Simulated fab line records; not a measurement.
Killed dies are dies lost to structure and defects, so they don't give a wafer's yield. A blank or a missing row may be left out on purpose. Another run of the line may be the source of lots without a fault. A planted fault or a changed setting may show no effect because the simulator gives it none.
fab line records	flow gf180mcu
record: lots: 24	wafers: 72	last-day: 34
route steps=602 shown M1@332 V1@351 M2@364 M3@415 V3@432 M4@457
lots that met no fault: from a run of the same line without faults
start-h: hours from the record's opening day to when the first of the lot's shown wafers began	wait-h: hours elapsed since this lot's preceding step	" the same as in the row above	L1.1+2: a row that stands for several wafers	- no value, or no start was given	* or withheld: withheld	< > ~ a bound
route shown NAME@n: a module of which the file shows steps, and the number in the route of the first	usual: mean/standard deviation taken from wafers without a fault	same: alike in all rows	chamber/n: place in a boat	sites: the reading at each site	_std_site: standard deviation of those values	_edge_site: inner sites' mean taken away from outer sites' mean	radius-mm: for every site, how far away it sits from the centre of the wafer	mask NAME#n: copy n	behind: the tool/chamber that last shaped the wafer	hold: the reason the lot was held/the length of the hold in hours/how it ended	device: the transistor (n, p or np) that didn't switch	end of line: tests run on the same wafers once the route is complete	a step with no rows: only its recipe	killed: not the wafer's yield, but the dies lost to structure and defects at the first sort	map: per-die view of a wafer (x killed, . not killed, _ where there is no die)
set.NAME: the run value of the setting; set.NAME@STEP: its run value at that earlier step	model.NAME: the simulator's own value behind a step, which no gauge read
steps of the route over a sample of lots; a table a step, a row a wafer
services: when a tool's chamber went out of use (start-h, in hours from the record's first day, below 0 if earlier), for how many hours, and the reason
== steps ==
step: GF_M1_STRIP_17
recipe: chemistry: O2/N2	power-w: 1384	pressure-mtorr: 1500	platen-temp-c: 250	o2-flow-sccm: 3000	n2-flow-sccm: 300	overash-fraction: 0.5
usual: drypump-motor-current-A: 5.8/0.35	heater-power-w: 373/26	oes-product-au: 0.556/0.0048	platen-temp-c: 249.98/0.19	strip-time-to-endpoint-s: 7.93/0.05
lot.wafer	tool	chamber	start-h	wait-h	drypump-motor-current-A	heater-power-w	oes-product-au	platen-temp-c	rf-hours-counter-h	strip-time-to-endpoint-s
L074.1	plasma-asher-01	0	385.65	0.1	5.4	321	0.557	250.04	75	7.87
L074.3	"	1	"	"	5.2	375	0.562	249.63	-	7.97
L074.5	"	0	"	"	5.4	317	0.565	249.84	-	7.98
L075.2	plasma-asher-03	1	392.44	0.1	5.9	355	0.547	249.97	59	7.96
L075.4	"	0	"	"	6.0	405	0.555	250.05	-	7.92
L075.6	"	0	"	"	6.0	401	0.550	249.92	-	7.96
L076.2	plasma-asher-03	1	403.65	0.1	5.9	351	0.554	249.96	60	7.98
L076.5	"	0	"	"	6.0	410	0.555	249.74	-	7.90
L076.6	"	1	"	"	5.9	357	0.557	249.75	-	7.97
L077.3	plasma-asher-02	0	411.45	0.1	6.3	396	0.546	249.87	-	7.93
L077.4	"	1	"	"	5.9	352	0.562	250.23	-	8.02
L077.6	"	0	"	"	6.3	391	0.558	249.89	-	7.98
L078.4	plasma-asher-02	0	422.79	0.1	6.3	387	0.561	250.11	-	7.95
L078.5	"	1	"	"	5.9	354	0.556	249.85	-	7.95
L078.6	"	0	"	"	6.3	391	0.558	249.84	-	8.00
L079.4	plasma-asher-03	0	430.66	0.1	6.0	420	0.557	249.74	-	8.00
L079.5	"	0	"	"	5.9	407	0.556	249.95	-	7.90
L079.6	"	1	"	"	5.9	357	0.562	250.03	-	8.00
L080.2	plasma-asher-03	1	442.95	0.1	5.9	353	0.552	250.02	65	7.88
L080.3	"	0	"	"	6.0	418	0.546	249.92	-	7.91
L080.6	"	1	"	"	5.9	353	0.549	250.10	-	7.83
L081.1	plasma-asher-02	1	453.58	0.1	5.9	356	0.557	250.07	82	7.96
L081.2	"	0	"	"	6.4	390	0.566	250.30	82	7.98
L081.6	"	0	"	"	6.3	395	0.557	250.15	-	7.96
L082.1	plasma-asher-03	1	463.03	0.1	5.9	354	0.560	250.00	67	8.03
L082.2	"	0	"	"	6.0	404	0.564	249.91	67	8.01
L082.5	"	0	"	"	6.0	403	0.561	249.76	-	8.00
L083.1	plasma-asher-01	0	474.28	0.1	5.4	339	0.552	249.77	5	7.88
L083.2	"	1	"	"	5.2	395	0.550	250.13	5	7.81
L083.4	"	1	"	"	5.2	389	0.549	250.10	-	7.81
L084.1	plasma-asher-02	0	478.53	0.1	6.3	386	0.555	250.11	85	7.95
L084.2	"	1	"	"	5.9	352	0.559	249.69	85	7.90
L084.5	"	0	"	"	6.3	385	0.550	250.29	-	7.98
L085.1	plasma-asher-03	1	494.45	0.1	5.9	343	0.554	249.73	70	7.93
L085.4	"	0	"	"	6.0	411	0.560	249.96	-	7.91
L085.5	"	1	"	"	5.9	361	0.565	249.98	-	7.91
L086.2	plasma-asher-01	1	504.15	0.1	5.2	388	0.553	249.85	8	7.89
L086.4	"	0	"	"	5.4	337	0.557	249.94	-	8.02
L086.5	"	0	"	"	5.4	343	0.562	249.91	-	7.88
L087.2	plasma-asher-01	0	509.68	0.1	5.5	337	0.549	250.08	8	7.89
L087.4	"	1	"	"	5.2	393	0.556	250.48	-	7.99
L087.5	"	0	"	"	5.5	349	0.558	249.60	-	7.96
L088.1	plasma-asher-01	0	514.30	0.1	5.5	344	0.560	249.76	9	7.96
L088.5	"	1	"	"	5.2	391	0.559	250.32	-	7.89
L088.6	"	0	"	"	5.5	336	0.565	249.68	-	7.98
L089.1	plasma-asher-03	1	524.08	0.1	5.9	362	0.546	250.09	73	7.87
L089.2	"	0	"	"	6.0	400	0.560	249.89	73	7.94
L089.3	"	1	"	"	5.9	349	0.558	249.70	-	7.98
L090.1	plasma-asher-01	0	532.33	0.1	5.4	340	0.561	250.11	11	7.94
L090.3	"	1	"	"	5.2	395	0.559	249.89	-	7.92
L090.5	"	0	"	"	5.4	347	0.568	249.99	-	7.98
L091.1	plasma-asher-03	1	539.30	0.1	5.9	356	0.559	249.84	74	8.01
L091.2	"	0	"	"	6.0	403	0.553	250.02	74	7.90
L091.3	"	1	"	"	5.9	353	0.561	250.08	-	7.97
L092.3	plasma-asher-01	0	546.60	0.1	5.5	348	0.561	249.74	-	7.93
L092.5	"	1	"	"	5.2	387	0.551	249.89	-	7.92
L092.6	"	0	"	"	5.5	344	0.553	249.84	-	7.95
L093.1	plasma-asher-02	0	555.47	0.1	6.3	396	0.555	250.26	93	7.97
L093.4	"	0	"	"	6.3	385	0.555	250.03	-	7.93
L093.6	"	0	"	"	6.3	387	0.565	250.38	-	7.99
L094.2	plasma-asher-01	1	563.72	0.1	5.2	397	0.554	249.98	14	7.91
L094.4	"	1	"	"	5.2	391	0.552	250.06	-	7.88
L094.5	"	0	"	"	5.4	343	0.556	249.76	-	7.88
L095.1	plasma-asher-03	0	570.67	0.1	6.0	414	0.551	250.08	78	7.94
L095.2	"	1	"	"	5.9	351	0.548	250.16	78	7.93
L095.5	"	0	"	"	6.0	411	0.560	250.12	-	7.92
L096.2	plasma-asher-02	1	577.47	0.1	5.9	360	0.549	250.18	96	7.84
L096.5	"	0	"	"	6.3	398	0.557	250.07	-	7.92
L096.6	"	1	"	"	5.9	356	0.557	250.28	-	7.95
L097.1	plasma-asher-02	0	586.82	0.1	6.3	385	0.558	250.37	97	7.88
L097.3	"	1	"	"	5.8	342	0.559	249.91	-	7.93
L097.5	"	1	"	"	5.9	354	0.550	249.98	-	7.89
step: GF_V1_ETCH_16
recipe: chemistry: N2/H2	target-depth-a: withheld	overetch-a: withheld	time-s: withheld	target: BARC	ion-energy-ev: 200	source-w: 500	bias-w: 100	pressure-mtorr: 30	n2-flow-sccm: 100	h2-flow-sccm: 200
usual: drypump-motor-current-A: 5.7/0.47	oes-product-au: 0.855/0.0057	throttle-valve-pct: 13.224/0.0098
lot.wafer	tool	chamber	start-h	wait-h	drypump-motor-current-A	oes-product-au	throttle-valve-pct
L074.1	rie-diel-02	3	409.96	0.0	5.2	0.851	13.236
L074.3	"	0	"	"	6.0	0.853	13.221
L074.5	"	1	"	"	6.1	0.855	13.218
L075.2	rie-diel-04	2	417.81	0.0	6.3	0.848	13.214
L075.4	"	1	"	"	6.0	0.866	13.216
L075.6	"	0	"	"	5.5	0.858	13.215
L076.2	rie-diel-01	3	428.73	0.0	5.2	0.864	13.223
L076.5	"	1	"	"	5.5	0.857	13.218
L076.6	"	2	"	"	5.7	0.859	13.227
L077.3	rie-diel-04	3	437.23	0.0	5.2	0.854	13.237
L077.4	"	3	"	"	5.2	0.851	13.209
L077.6	"	0	"	"	5.4	0.852	13.230
L078.4	rie-diel-04	2	448.60	0.0	6.3	0.850	13.215
L078.5	"	3	"	"	5.2	0.853	13.224
L078.6	"	0	"	"	5.4	0.854	13.238
L079.4	rie-diel-02	0	455.78	0.0	6.1	0.852	13.217
L079.5	"	0	"	"	6.1	0.850	13.221
L079.6	"	1	"	"	6.2	0.856	13.225
L080.2	rie-diel-04	2	468.41	0.0	6.3	0.860	13.219
L080.3	"	0	"	"	5.5	0.851	13.238
L080.6	"	3	"	"	5.2	0.859	13.213
L081.1	rie-diel-01	1	479.31	0.0	5.4	0.850	13.245
L081.2	"	2	"	"	5.6	0.850	13.223
L081.6	"	1	"	"	5.4	0.856	13.227
L082.1	rie-diel-04	1	488.36	0.0	6.1	0.854	13.229
L082.2	"	2	"	"	6.3	0.858	13.218
L082.5	"	1	"	"	6.1	0.847	13.237
L083.1	rie-diel-02	0	499.86	0.0	6.1	0.852	13.218
L083.2	"	1	"	"	6.1	0.854	13.226
L083.4	"	2	"	"	5.3	0.845	13.217
L084.1	rie-diel-02	2	503.41	0.0	5.3	0.862	13.246
L084.2	"	3	"	"	5.2	0.854	13.215
L084.5	"	3	"	"	5.2	0.855	13.206
L085.1	rie-diel-02	3	518.88	0.0	5.2	0.863	13.228
L085.4	"	0	"	"	6.1	0.852	13.236
L085.5	"	1	"	"	6.2	0.859	13.222
L086.2	rie-diel-04	0	528.66	0.0	5.4	0.850	13.222
L086.4	"	2	"	"	6.3	0.845	13.233
L086.5	"	2	"	"	6.3	0.851	13.207
L087.2	rie-diel-04	0	534.26	0.0	5.4	0.852	13.226
L087.4	"	2	"	"	6.3	0.857	13.214
L087.5	"	1	"	"	6.0	0.864	13.205
L088.1	rie-diel-02	3	539.31	0.0	5.2	0.852	13.213
L088.5	"	0	"	"	6.1	0.862	13.230
L088.6	"	3	"	"	5.2	0.852	13.230
L089.1	rie-diel-02	2	548.03	0.0	5.3	0.870	13.232
L089.2	"	3	"	"	5.2	0.860	13.225
L089.3	"	0	"	"	6.1	0.844	13.230
L090.1	rie-diel-02	1	555.76	0.0	6.2	0.860	13.230
L090.3	"	3	"	"	5.2	0.856	13.223
L090.5	"	1	"	"	6.1	0.854	13.224
L091.1	rie-diel-01	3	562.83	0.0	5.2	0.857	13.229
L091.2	"	1	"	"	5.4	0.856	13.234
L091.3	"	0	"	"	6.6	0.854	13.229
L092.3	rie-diel-04	0	570.21	0.0	5.4	0.866	13.211
L092.5	"	3	"	"	5.2	0.864	13.237
L092.6	"	0	"	"	5.4	0.852	13.228
L093.1	rie-diel-01	3	578.76	0.0	5.2	0.854	13.216
L093.4	"	2	"	"	5.6	0.855	13.227
L093.6	"	0	"	"	6.6	0.849	13.213
L094.2	rie-diel-01	2	587.11	0.0	5.6	0.855	13.219
L094.4	"	3	"	"	5.2	0.841	13.216
L094.5	"	2	"	"	5.7	0.859	13.233
L095.1	rie-diel-01	2	593.66	0.0	5.6	0.854	13.224
L095.2	"	0	"	"	6.6	0.852	13.236
L095.5	"	3	"	"	5.1	0.851	13.204
L096.2	rie-diel-04	2	599.61	0.0	6.3	0.865	13.244
L096.5	"	3	"	"	5.2	0.861	13.216
L096.6	"	0	"	"	5.4	0.854	13.235
L097.1	rie-diel-02	0	609.88	0.0	6.1	0.859	13.222
L097.3	"	3	"	"	5.2	0.856	13.221
L097.5	"	3	"	"	5.2	0.843	13.217
step: GF_M2_SPUTTER_02
recipe: material: AlCu	target-thk-nm: 450	power-w: 10600	time-s: 23.9	chamber-pressure-pa: 0.4
usual: chamber-pressure-pa: 0.4001/0.00079	throttle-valve-pct: 30.0/0.86
same: time-s: 23.9
lot.wafer	tool	chamber	start-h	wait-h	chamber-pressure-pa	throttle-valve-pct
L074.1	pvd-sputter-02	-	411.44	0.0	0.3996	31.2
L074.3	"	-	"	"	0.4007	28.7
L074.5	"	-	"	"	0.3996	29.5
L075.2	pvd-sputter-03	-	419.29	0.0	0.3999	30.0
L075.4	"	-	"	"	0.4003	28.7
L075.6	"	-	"	"	0.4012	29.5
L076.2	pvd-sputter-04	-	430.22	0.0	0.3978	29.9
L076.5	"	-	"	"	0.3993	29.7
L076.6	"	-	"	"	0.3994	30.3
L077.3	pvd-sputter-03	-	438.78	0.0	0.4008	29.9
L077.4	"	-	"	"	0.3987	31.5
L077.6	"	-	"	"	0.3983	31.5
L078.4	pvd-sputter-02	-	450.16	0.0	0.4013	29.0
L078.5	"	-	"	"	0.4003	31.1
L078.6	"	-	"	"	0.4010	29.1
L079.4	pvd-sputter-02	-	457.30	0.0	0.3993	28.5
L079.5	"	-	"	"	0.4011	29.1
L079.6	"	-	"	"	0.4001	28.4
L080.2	pvd-sputter-04	-	469.89	0.0	0.4016	30.6
L080.3	"	-	"	"	0.3990	31.0
L080.6	"	-	"	"	0.4012	30.4
L081.1	pvd-sputter-02	-	480.79	0.0	0.4000	29.1
L081.2	"	-	"	"	0.4001	28.9
L081.6	"	-	"	"	0.3998	29.7
L082.1	pvd-sputter-03	-	489.85	0.0	0.4017	29.8
L082.2	"	-	"	"	0.3995	28.7
L082.5	"	-	"	"	0.4007	30.2
L083.1	pvd-sputter-04	-	501.34	0.0	0.4002	30.7
L083.2	"	-	"	"	0.3996	30.4
L083.4	"	-	"	"	0.4004	30.6
L084.1	pvd-sputter-03	-	504.89	0.0	0.4012	28.8
L084.2	"	-	"	"	0.4001	30.2
L084.5	"	-	"	"	0.4003	29.9
L085.1	pvd-sputter-02	-	520.43	0.0	0.4002	29.5
L085.4	"	-	"	"	0.4001	31.2
L085.5	"	-	"	"	0.3996	31.2
L086.2	pvd-sputter-02	-	530.29	0.0	0.4002	29.0
L086.4	"	-	"	"	0.3993	31.0
L086.5	"	-	"	"	0.4007	29.2
L087.2	pvd-sputter-03	-	535.86	0.0	0.3989	29.1
L087.4	"	-	"	"	0.3994	28.9
L087.5	"	-	"	"	0.4006	31.7
L088.1	pvd-sputter-03	-	540.80	0.0	0.3991	28.6
L088.5	"	-	"	"	0.4009	30.2
L088.6	"	-	"	"	0.4002	28.7
L089.1	pvd-sputter-04	-	549.52	0.0	0.4012	30.7
L089.2	"	-	"	"	0.3990	29.7
L089.3	"	-	"	"	0.4006	30.6
L090.1	pvd-sputter-04	-	557.25	0.0	0.4009	30.8
L090.3	"	-	"	"	0.3999	30.0
L090.5	"	-	"	"	0.4010	31.0
L091.1	pvd-sputter-04	-	564.32	0.0	0.3997	30.5
L091.2	"	-	"	"	0.4018	30.3
L091.3	"	-	"	"	0.3984	31.0
L092.3	pvd-sputter-03	-	572.10	0.0	0.3999	31.4
L092.5	"	-	"	"	0.4000	28.8
L092.6	"	-	"	"	0.4000	30.0
L093.1	pvd-sputter-04	-	580.34	0.0	0.3987	30.2
L093.4	"	-	"	"	0.4005	30.4
L093.6	"	-	"	"	0.3995	30.4
L094.2	pvd-sputter-04	-	588.66	0.0	0.4015	30.3
L094.4	"	-	"	"	0.4001	29.8
L094.5	"	-	"	"	0.4005	30.0
L095.1	pvd-sputter-03	-	595.48	0.0	0.4014	29.8
L095.2	"	-	"	"	0.4007	31.2
L095.5	"	-	"	"	0.3999	30.2
L096.2	pvd-sputter-03	-	601.10	0.0	0.3992	29.8
L096.5	"	-	"	"	0.4002	31.5
L096.6	"	-	"	"	0.4001	29.0
L097.1	pvd-sputter-02	-	611.71	0.0	0.4011	29.2
L097.3	"	-	"	"	0.3986	31.4
L097.5	"	-	"	"	0.4002	28.8
step: GF_M3_THK_MEAS_06
recipe: thk-meas-gauge: xrf	reads: AlCu_of_M3_SPUTTER_02
usual: M3_ALCU_THK: 456/5.6
lot.wafer	tool	chamber	start-h	wait-h	M3_ALCU_THK[nm]
L074.1	film-metro-01	-	462.46	0.1	468
L074.3	"	-	"	"	463
L074.5	"	-	"	"	469
L075.2	film-metro-03	-	471.85	0.1	468
L075.4	"	-	"	"	459
L075.6	"	-	"	"	465
L076.2	film-metro-03	-	481.71	0.1	451
L076.5	"	-	"	"	457
L076.6	"	-	"	"	455
L077.3	film-metro-02	-	491.12	0.1	453
L077.4	"	-	"	"	460
L077.6	"	-	"	"	455
L078.4	film-metro-01	-	502.01	0.1	453
L078.5	"	-	"	"	463
L078.6	"	-	"	"	462
L079.4	film-metro-01	-	508.33	0.1	456
L079.5	"	-	"	"	460
L079.6	"	-	"	"	463
L080.2	film-metro-01	-	520.24	0.1	457
L080.3	"	-	"	"	464
L080.6	"	-	"	"	457
L081.1	film-metro-02	-	531.50	0.1	453
L081.2	"	-	"	"	452
L081.6	"	-	"	"	450
L082.1	film-metro-03	-	539.71	0.1	464
L082.2	"	-	"	"	458
L082.5	"	-	"	"	455
L083.1	film-metro-02	-	550.90	0.1	455
L083.2	"	-	"	"	459
L083.4	"	-	"	"	450
L084.1	film-metro-02	-	553.38	0.1	458
L084.2	"	-	"	"	458
L084.5	"	-	"	"	462
L085.1	film-metro-02	-	568.83	0.1	456
L085.4	"	-	"	"	451
L085.5	"	-	"	"	452
L086.2	film-metro-01	-	578.43	0.1	451
L086.4	"	-	"	"	456
L086.5	"	-	"	"	453
L087.2	film-metro-03	-	583.34	0.1	461
L087.4	"	-	"	"	461
L087.5	"	-	"	"	461
L088.1	film-metro-02	-	588.57	0.1	453
L088.5	"	-	"	"	451
L088.6	"	-	"	"	450
L089.1	film-metro-02	-	597.18	0.1	451
L089.2	"	-	"	"	459
L089.3	"	-	"	"	460
L090.1	film-metro-02	-	604.35	0.1	446
L090.3	"	-	"	"	453
L090.5	"	-	"	"	452
L091.1	film-metro-02	-	610.66	0.1	459
L091.2	"	-	"	"	457
L091.3	"	-	"	"	453
L092.3	film-metro-02	-	619.31	0.1	445
L092.5	"	-	"	"	449
L092.6	"	-	"	"	444
L093.1	film-metro-03	-	624.74	0.1	457
L093.4	"	-	"	"	460
L093.6	"	-	"	"	458
L094.2	film-metro-03	-	633.84	0.1	459
L094.4	"	-	"	"	456
L094.5	"	-	"	"	458
L095.1	film-metro-01	-	639.43	0.1	454
L095.2	"	-	"	"	455
L095.5	"	-	"	"	455
L096.2	film-metro-01	-	644.95	0.1	462
L096.5	"	-	"	"	460
L096.6	"	-	"	"	462
L097.1	film-metro-03	-	656.31	0.1	447
L097.3	"	-	"	"	448
L097.5	"	-	"	"	448
step: GF_V3_THK_MEAS_03
recipe: reads: SiO2_of_V3_CVD_02
usual: V3_CVD_02_THK: 847/9.8
lot.wafer	tool	chamber	start-h	wait-h	V3_CVD_02_THK[nm]
L074.1	film-metro-04	-	487.16	0.0	857
L074.3	"	-	"	"	837
L074.5	"	-	"	"	846
L075.2	film-metro-03	-	496.60	0.0	850
L075.4	"	-	"	"	860
L075.6	"	-	"	"	848
L076.2	film-metro-04	-	506.47	0.0	844
L076.5	"	-	"	"	859
L076.6	"	-	"	"	859
L077.3	film-metro-02	-	515.95	0.1	828
L077.4	"	-	"	"	845
L077.6	"	-	"	"	846
L078.4	film-metro-03	-	526.30	0.0	851
L078.5	"	-	"	"	841
L078.6	"	-	"	"	851
L079.4	film-metro-02	-	532.03	0.0	860
L079.5	"	-	"	"	845
L079.6	"	-	"	"	851
L080.2	film-metro-02	-	543.68	0.0	833
L080.3	"	-	"	"	844
L080.6	"	-	"	"	844
L081.1	film-metro-02	-	555.25	0.0	844
L081.2	"	-	"	"	834
L081.6	"	-	"	"	848
L082.1	film-metro-02	-	562.67	0.0	846
L082.2	"	-	"	"	829
L082.5	"	-	"	"	847
L083.1	film-metro-04	-	574.06	0.0	846
L083.2	"	-	"	"	841
L083.4	"	-	"	"	856
L084.1	film-metro-03	-	575.44	0.0	846
L084.2	"	-	"	"	846
L084.5	"	-	"	"	849
L085.1	film-metro-02	-	590.83	0.0	829
L085.4	"	-	"	"	840
L085.5	"	-	"	"	851
L086.2	film-metro-04	-	599.98	0.1	848
L086.4	"	-	"	"	859
L086.5	"	-	"	"	852
L087.2	film-metro-02	-	605.15	0.0	838
L087.4	"	-	"	"	879
L087.5	"	-	"	"	853
L088.1	film-metro-02	-	610.84	0.0	840
L088.5	"	-	"	"	856
L088.6	"	-	"	"	858
L089.1	film-metro-04	-	619.05	0.0	829
L089.2	"	-	"	"	842
L089.3	"	-	"	"	843
L090.1	film-metro-04	-	625.67	0.0	843
L090.3	"	-	"	"	834
L090.5	"	-	"	"	856
L091.1	film-metro-03	-	632.00	0.0	820
L091.2	"	-	"	"	828
L091.3	"	-	"	"	838
L092.3	film-metro-02	-	640.74	0.1	840
L092.5	"	-	"	"	849
L092.6	"	-	"	"	851
L093.1	film-metro-02	-	645.64	0.0	836
L093.4	"	-	"	"	849
L093.6	"	-	"	"	854
L094.2	film-metro-02	-	654.37	0.0	853
L094.4	"	-	"	"	845
L094.5	"	-	"	"	871
L095.1	film-metro-04	-	659.71	0.0	843
L095.2	"	-	"	"	849
L095.5	"	-	"	"	860
L096.2	film-metro-04	-	664.95	0.0	837
L096.5	"	-	"	"	850
L096.6	"	-	"	"	851
L097.1	film-metro-03	-	675.88	0.0	843
L097.3	"	-	"	"	829
L097.5	"	-	"	"	852
step: GF_M4_SPUTTER_01
recipe: material: TiN	target-thk-nm: 30	power-w: 6500	time-s: 25	chamber-pressure-pa: 0.4
usual: chamber-pressure-pa: 0.4000/0.00094	throttle-valve-pct: 30.0/0.88
same: time-s: 25
lot.wafer	tool	chamber	start-h	wait-h	chamber-pressure-pa	throttle-valve-pct
L074.1	pvd-sputter-03	-	512.99	0.1	0.4015	30.3
L074.3	"	-	"	"	0.3999	28.8
L074.5	"	-	"	"	0.3984	28.9
L075.2	pvd-sputter-02	-	522.54	0.1	0.4013	29.0
L075.4	"	-	"	"	0.4003	29.7
L075.6	"	-	"	"	0.4012	28.9
L076.2	pvd-sputter-03	-	532.14	0.1	0.3988	30.2
L076.5	"	-	"	"	0.3985	29.9
L076.6	"	-	"	"	0.4010	28.7
L077.3	pvd-sputter-04	-	541.13	0.1	0.4014	30.5
L077.4	"	-	"	"	0.4001	30.7
L077.6	"	-	"	"	0.4018	30.4
L078.4	pvd-sputter-02	-	551.23	0.1	0.4013	28.6
L078.5	"	-	"	"	0.4004	30.9
L078.6	"	-	"	"	0.3994	29.5
L079.4	pvd-sputter-03	-	557.03	0.1	0.3995	31.6
L079.5	"	-	"	"	0.3979	29.4
L079.6	"	-	"	"	0.4004	30.0
L080.2	pvd-sputter-02	-	567.72	0.1	0.4011	31.3
L080.3	"	-	"	"	0.4010	28.7
L080.6	"	-	"	"	0.3993	28.9
L081.1	pvd-sputter-02	-	579.27	0.1	0.3996	28.9
L081.2	"	-	"	"	0.3997	29.1
L081.6	"	-	"	"	0.3982	28.7
L082.1	pvd-sputter-04	-	586.64	0.1	0.4007	30.1
L082.2	"	-	"	"	0.3994	30.2
L082.5	"	-	"	"	0.3993	29.8
L083.1	pvd-sputter-02	-	597.46	0.1	0.4012	28.8
L083.2	"	-	"	"	0.4002	30.9
L083.4	"	-	"	"	0.3992	29.7
L084.1	pvd-sputter-04	-	598.29	0.1	0.3993	30.2
L084.2	"	-	"	"	0.3998	30.1
L084.5	"	-	"	"	0.4012	30.9
L085.1	pvd-sputter-02	-	613.88	0.1	0.3980	31.0
L085.4	"	-	"	"	0.3989	31.4
L085.5	"	-	"	"	0.3992	28.9
L086.2	pvd-sputter-04	-	623.38	0.1	0.3986	30.4
L086.4	"	-	"	"	0.4001	30.3
L086.5	"	-	"	"	0.3998	30.6
L087.2	pvd-sputter-04	-	628.55	0.1	0.4008	30.7
L087.4	"	-	"	"	0.4008	30.6
L087.5	"	-	"	"	0.3996	30.5
L088.1	pvd-sputter-04	-	633.03	0.1	0.4002	30.5
L088.5	"	-	"	"	0.3996	30.3
L088.6	"	-	"	"	0.3992	30.9
L089.1	pvd-sputter-02	-	641.27	0.1	0.3987	29.2
L089.2	"	-	"	"	0.4010	29.6
L089.3	"	-	"	"	0.3988	31.2
L090.1	pvd-sputter-03	-	647.26	0.1	0.3986	31.5
L090.3	"	-	"	"	0.4002	29.9
L090.5	"	-	"	"	0.3994	31.4
L091.1	pvd-sputter-02	-	653.73	0.1	0.4001	31.2
L091.2	"	-	"	"	0.3990	29.0
L091.3	"	-	"	"	0.3997	29.8
L092.3	pvd-sputter-03	-	661.52	0.1	0.4002	28.8
L092.5	"	-	"	"	0.4007	28.9
L092.6	"	-	"	"	0.3996	31.2
L093.1	pvd-sputter-02	-	666.82	0.1	0.3988	29.9
L093.4	"	-	"	"	0.4003	28.9
L093.6	"	-	"	"	0.3987	29.9
L094.2	pvd-sputter-04	-	675.38	0.1	0.3998	30.6
L094.4	"	-	"	"	0.4010	30.8
L094.5	"	-	"	"	0.3991	30.6
L095.1	pvd-sputter-03	-	679.37	0.1	0.3990	31.5
L095.2	"	-	"	"	0.3994	30.1
L095.5	"	-	"	"	0.3999	30.0
L096.2	pvd-sputter-03	-	685.63	0.1	0.3996	30.4
L096.5	"	-	"	"	0.4006	30.0
L096.6	"	-	"	"	0.4014	31.4
L097.1	pvd-sputter-04	-	696.71	0.1	0.4008	29.8
L097.3	"	-	"	"	0.4003	31.0
L097.5	"	-	"	"	0.4013	29.8
== services ==
tool	chamber	start-h	hours	kind
rie-diel-02	0	370.82	9.7	repair
plasma-asher-01	-	378.13	2.8	pm
rie-diel-01	-	386.79	15.6	pm
pvd-sputter-03	-	392.85	3.2	repair
plasma-asher-01	-	421.29	9.0	pm
pvd-sputter-02	-	430.22	10.0	repair
plasma-asher-02	-	431.01	1.9	repair
pvd-sputter-04	-	439.95	5.2	repair
rie-diel-01	-	444.65	1.3	repair
rie-diel-04	-	452.69	14.6	pm
rie-diel-02	-	464.19	2.8	pm
rie-diel-04	2	475.21	11.1	repair
rie-diel-04	0	485.27	5.4	repair
rie-diel-04	-	490.11	2.9	repair
rie-diel-01	-	498.53	2.8	pm
rie-diel-02	2	512.75	4.6	repair
plasma-asher-03	-	517.23	3.2	repair
plasma-asher-03	-	575.76	4.8	repair
plasma-asher-03	-	595.35	0.8	repair
rie-diel-04	-	607.68	1.8	repair
rie-diel-04	2	610.91	4.0	repair
pvd-sputter-02	-	620.32	12.1	repair
pvd-sputter-02	-	632.60	5.7	repair
plasma-asher-01	-	658.71	1.4	repair
== key ==
fault none
